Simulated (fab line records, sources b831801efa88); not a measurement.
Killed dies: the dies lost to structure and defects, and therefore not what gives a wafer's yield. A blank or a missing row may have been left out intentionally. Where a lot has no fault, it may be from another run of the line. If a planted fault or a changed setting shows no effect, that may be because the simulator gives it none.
Which of the tools did it? || flow gf180mcu || 11 lots, 32 wafers sampled, at 5 steps of a route of 602

## WHAT EACH GAUGE READ, for each wafer
GF_V1_RS_MEAS_24: uses a four-point probe to measure.
{"lot": "L544", "measured": "day 18 19:08", "on": "film-metro-04", "V1_W_RS (ohm/sq)": "0.320 0.320 0.323"}
{"lot": "L546", "measured": "day 19 11:25", "on": "film-metro-02", "V1_W_RS (ohm/sq)": "0.333 0.335 0.326"}
{"lot": "L550", "measured": "day 21 02:47", "on": "film-metro-03", "V1_W_RS (ohm/sq)": "0.332 0.329 0.333"}
{"lot": "L551", "measured": "day 21 12:20", "on": "film-metro-03", "V1_W_RS (ohm/sq)": "0.328 0.328 0.328"}
{"lot": "L553", "measured": "day 22 08:44", "on": "film-metro-02", "V1_W_RS (ohm/sq)": "0.327 0.326 0.330"}
{"lot": "L556", "measured": "day 23 04:13", "on": "film-metro-02", "V1_W_RS (ohm/sq)": "0.330 0.230 0.326"}
{"lot": "L557", "measured": "day 23 11:19", "on": "film-metro-03", "V1_W_RS (ohm/sq)": "0.231 0.331"}
{"lot": "L560", "measured": "day 24 18:37", "on": "film-metro-04", "V1_W_RS (ohm/sq)": "0.231 0.322 0.326"}
{"lot": "L561", "measured": "day 25 06:14", "on": "film-metro-02", "V1_W_RS (ohm/sq)": "0.337 0.331 0.338"}
{"lot": "L563", "measured": "day 25 12:41", "on": "film-metro-02", "V1_W_RS (ohm/sq)": "0.325 0.328 0.330"}
{"lot": "L564", "measured": "day 25 22:15", "on": "film-metro-02", "V1_W_RS (ohm/sq)": "0.326 0.324 0.329"}

GF_V1_THK_MEAS_25: measures by xrf.
{"lot": "L544", "measured": "day 18 19:14", "on": "film-metro-04", "V1_W_THK (nm)": "355 354 352"}
{"lot": "L546", "measured": "day 19 11:32", "on": "film-metro-02", "V1_W_THK (nm)": "337 336 347"}
{"lot": "L550", "measured": "day 21 02:54", "on": "film-metro-03", "V1_W_THK (nm)": "341 342 342"}
{"lot": "L551", "measured": "day 21 12:27", "on": "film-metro-03", "V1_W_THK (nm)": "345 345 345"}
{"lot": "L553", "measured": "day 22 08:50", "on": "film-metro-02", "V1_W_THK (nm)": "341 343 341"}
{"lot": "L556", "measured": "day 23 04:20", "on": "film-metro-02", "V1_W_THK (nm)": "339 482 342"}
{"lot": "L557", "measured": "day 23 11:26", "on": "film-metro-03", "V1_W_THK (nm)": "487 342"}
{"lot": "L560", "measured": "day 24 18:43", "on": "film-metro-04", "V1_W_THK (nm)": "486 354 347"}
{"lot": "L561", "measured": "day 25 06:20", "on": "film-metro-02", "V1_W_THK (nm)": "332 340 334"}
{"lot": "L563", "measured": "day 25 12:47", "on": "film-metro-02", "V1_W_THK (nm)": "346 341 341"}
{"lot": "L564", "measured": "day 25 22:21", "on": "film-metro-02", "V1_W_THK (nm)": "342 346 341"}

## WHAT TOOL EACH LOT RAN ON (gives the tool, then ch and the chambers of the sampled wafers, and finally the start)
{"lot": "L544", "GF_M1_SPUTTER_01": "pvd-sputter-04, day 16 17:34", "GF_V1_ETCH_16": "rie-diel-02 ch 0,3, day 18 18:14", "GF_V1_CVD_23": "cvd-w-01 ch 0,1, day 18 19:00"}
{"lot": "L546", "GF_M1_SPUTTER_01": "pvd-sputter-02, day 17 08:32", "GF_V1_ETCH_16": "rie-diel-02 ch 0,2,3, day 19 10:32", "GF_V1_CVD_23": "cvd-w-02 ch 0,1, day 19 11:18"}
{"lot": "L550", "GF_M1_SPUTTER_01": "pvd-sputter-02, day 18 22:20", "GF_V1_ETCH_16": "rie-diel-02 ch 1,2, day 21 01:53", "GF_V1_CVD_23": "cvd-w-01 ch 0,1, day 21 02:40"}
{"lot": "L551", "GF_M1_SPUTTER_01": "pvd-sputter-04, day 19 09:16", "GF_V1_ETCH_16": "rie-diel-02 ch 0,1,3, day 21 11:26", "GF_V1_CVD_23": "cvd-w-02 ch 0,1, day 21 12:13"}
{"lot": "L553", "GF_M1_SPUTTER_01": "pvd-sputter-01, day 20 05:20", "GF_V1_ETCH_16": "rie-diel-03 ch 0,3, day 22 07:47", "GF_V1_CVD_23": "cvd-w-01 ch 0,1, day 22 08:37"}
{"lot": "L556", "GF_M1_SPUTTER_01": "pvd-sputter-04, day 21 02:40", "GF_V1_ETCH_16": "rie-diel-04 ch 1,2,3, day 23 02:59", "GF_V1_CVD_23": "cvd-w-01 ch 0,1, day 23 04:06"}
{"lot": "L557", "GF_M1_SPUTTER_01": "pvd-sputter-01, day 21 09:19", "GF_V1_ETCH_16": "rie-diel-02 ch 0,1, day 23 10:05", "GF_V1_CVD_23": "cvd-w-01 ch 1, day 23 11:11"}
{"lot": "L560", "GF_M1_SPUTTER_01": "pvd-sputter-01, day 22 18:52", "GF_V1_ETCH_16": "rie-diel-02 ch 1,2,3, day 24 17:41", "GF_V1_CVD_23": "cvd-w-01 ch 0,1, day 24 18:29"}
{"lot": "L561", "GF_M1_SPUTTER_01": "pvd-sputter-04, day 23 05:28", "GF_V1_ETCH_16": "rie-diel-02 ch 0,1,2, day 25 05:14", "GF_V1_CVD_23": "cvd-w-02 ch 0,1, day 25 06:06"}
{"lot": "L563", "GF_M1_SPUTTER_01": "pvd-sputter-01, day 23 13:34", "GF_V1_ETCH_16": "rie-diel-04 ch 1,3, day 25 11:26", "GF_V1_CVD_23": "cvd-w-02 ch 0,1, day 25 12:34"}
{"lot": "L564", "GF_M1_SPUTTER_01": "pvd-sputter-02, day 23 23:46", "GF_V1_ETCH_16": "rie-diel-02 ch 0,3, day 25 21:14", "GF_V1_CVD_23": "cvd-w-02 ch 0,1, day 25 22:08"}
- GF_M1_SPUTTER_01: material TiN, target thk 30 nm, time 25 s.
- GF_V1_ETCH_16: etches BARC in N2/H2.
- GF_V1_CVD_23: deposits W, target thk 350 nm, time 105.05 s.

## WHAT THE TOOLS THEMSELVES READ (means of the sampled wafers that have a number; where no wafer has one, the mark that the record gives instead)
GF_M1_SPUTTER_01.
{"lot": "L544", "tool": "pvd-sputter-04", "throttle-valve-pct (%)": 30.8}
{"lot": "L546", "tool": "pvd-sputter-02", "throttle-valve-pct (%)": 30.0}
{"lot": "L550", "tool": "pvd-sputter-02", "throttle-valve-pct (%)": 29.9}
{"lot": "L551", "tool": "pvd-sputter-04", "throttle-valve-pct (%)": 30.3}
{"lot": "L553", "tool": "pvd-sputter-01", "throttle-valve-pct (%)": 29.6}
{"lot": "L556", "tool": "pvd-sputter-04", "throttle-valve-pct (%)": 29.6}
{"lot": "L557", "tool": "pvd-sputter-01", "throttle-valve-pct (%)": 29.6}
{"lot": "L560", "tool": "pvd-sputter-01", "throttle-valve-pct (%)": 29.5}
{"lot": "L561", "tool": "pvd-sputter-04", "throttle-valve-pct (%)": 29.4}
{"lot": "L563", "tool": "pvd-sputter-01", "throttle-valve-pct (%)": 29.4}
{"lot": "L564", "tool": "pvd-sputter-02", "throttle-valve-pct (%)": 30.0}

GF_V1_ETCH_16.
{"lot": "L544", "tool": "rie-diel-02", "bias-w (W)": 100.1, "drypump-motor-current-A (A)": 5.7, "oes-product-au (a.u.)": 0.850, "throttle-valve-pct (%)": 13.227}
{"lot": "L546", "tool": "rie-diel-02", "bias-w (W)": 100.1, "drypump-motor-current-A (A)": 5.6, "oes-product-au (a.u.)": 0.853, "throttle-valve-pct (%)": 13.223}
{"lot": "L550", "tool": "rie-diel-02", "bias-w (W)": 100.7, "drypump-motor-current-A (A)": 5.5, "oes-product-au (a.u.)": 0.854, "throttle-valve-pct (%)": 13.225}
{"lot": "L551", "tool": "rie-diel-02", "bias-w (W)": 100.1, "drypump-motor-current-A (A)": 5.9, "oes-product-au (a.u.)": 0.861, "throttle-valve-pct (%)": 13.223}
{"lot": "L553", "tool": "rie-diel-03", "bias-w (W)": 100.2, "drypump-motor-current-A (A)": 5.3, "oes-product-au (a.u.)": 0.856, "throttle-valve-pct (%)": 13.231}
{"lot": "L556", "tool": "rie-diel-04", "bias-w (W)": 100.0, "drypump-motor-current-A (A)": 5.5, "oes-product-au (a.u.)": 0.859, "throttle-valve-pct (%)": 13.232}
{"lot": "L557", "tool": "rie-diel-02", "bias-w (W)": 100.0, "drypump-motor-current-A (A)": 5.9, "oes-product-au (a.u.)": 0.856, "throttle-valve-pct (%)": 13.219}
{"lot": "L560", "tool": "rie-diel-02", "bias-w (W)": 100.1, "drypump-motor-current-A (A)": 5.7, "oes-product-au (a.u.)": 0.854, "throttle-valve-pct (%)": 13.225}
{"lot": "L561", "tool": "rie-diel-02", "bias-w (W)": 100.0, "drypump-motor-current-A (A)": 5.7, "oes-product-au (a.u.)": 0.855, "throttle-valve-pct (%)": 13.223}
{"lot": "L563", "tool": "rie-diel-04", "bias-w (W)": 99.9, "drypump-motor-current-A (A)": 5.4, "oes-product-au (a.u.)": 0.858, "throttle-valve-pct (%)": 13.229}
{"lot": "L564", "tool": "rie-diel-02", "bias-w (W)": 100.0, "drypump-motor-current-A (A)": 5.7, "oes-product-au (a.u.)": 0.860, "throttle-valve-pct (%)": 13.218}

GF_V1_CVD_23.
{"lot": "L544", "tool": "cvd-w-01", "heater-power-w (W)": 814}
{"lot": "L546", "tool": "cvd-w-02", "heater-power-w (W)": 760}
{"lot": "L550", "tool": "cvd-w-01", "heater-power-w (W)": 873}
{"lot": "L551", "tool": "cvd-w-02", "heater-power-w (W)": 764}
{"lot": "L553", "tool": "cvd-w-01", "heater-power-w (W)": 822}
{"lot": "L556", "tool": "cvd-w-01", "heater-power-w (W)": 817}
{"lot": "L557", "tool": "cvd-w-01", "heater-power-w (W)": 754}
{"lot": "L560", "tool": "cvd-w-01", "heater-power-w (W)": 905}
{"lot": "L561", "tool": "cvd-w-02", "heater-power-w (W)": 762}
{"lot": "L563", "tool": "cvd-w-02", "heater-power-w (W)": 764}
{"lot": "L564", "tool": "cvd-w-02", "heater-power-w (W)": 779}

## THE ANSWER, worked out from the rows above alone
Rule: the lots themselves supply what counts as usual. Put in order of their means at a reading, lots are off if they are a third of the lots or fewer, leave a main group of 4 or more, and stand apart from it by a gap of 3 or more times the standard deviation of the main group's means; of several such gaps the widest counts. If all means in a main group match to the digits the tables above print for the reading, that group is not used. Also off: a lot with no number at a reading for which 4 or more lots have one. The other lots that the step has rows for count as sound. First the gauges in route order, then the tools' own readings, where a lot's mean is used as printed above. The first step at which some lot is off is used, and at that step the reading that is off furthest; a lot without a number counts as furthest.
Off: L556, L557, L560, seen at GF_V1_RS_MEAS_24 (V1_W_RS). The main group: mean 0.329 ohm/sq, standard deviation 0.004.
A tool fits if, at a process step before that reading, it ran every lot that is off, and no sound lot after the first of them. Gauges at GF_V1_RS_MEAS_24: tried the same way as those tools. One fits: GF_V1_CVD_23 on cvd-w-01. Its last sound lot is L553 (day 22 08:37), its first lot that is off L556 (day 23 04:06): a fault that began between those two fits.

## WHAT THE SIMULATOR HAD PUT IN
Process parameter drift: cvd-w-01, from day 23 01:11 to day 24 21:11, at GF_V1_CVD_23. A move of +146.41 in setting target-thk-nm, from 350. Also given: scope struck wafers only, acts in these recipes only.
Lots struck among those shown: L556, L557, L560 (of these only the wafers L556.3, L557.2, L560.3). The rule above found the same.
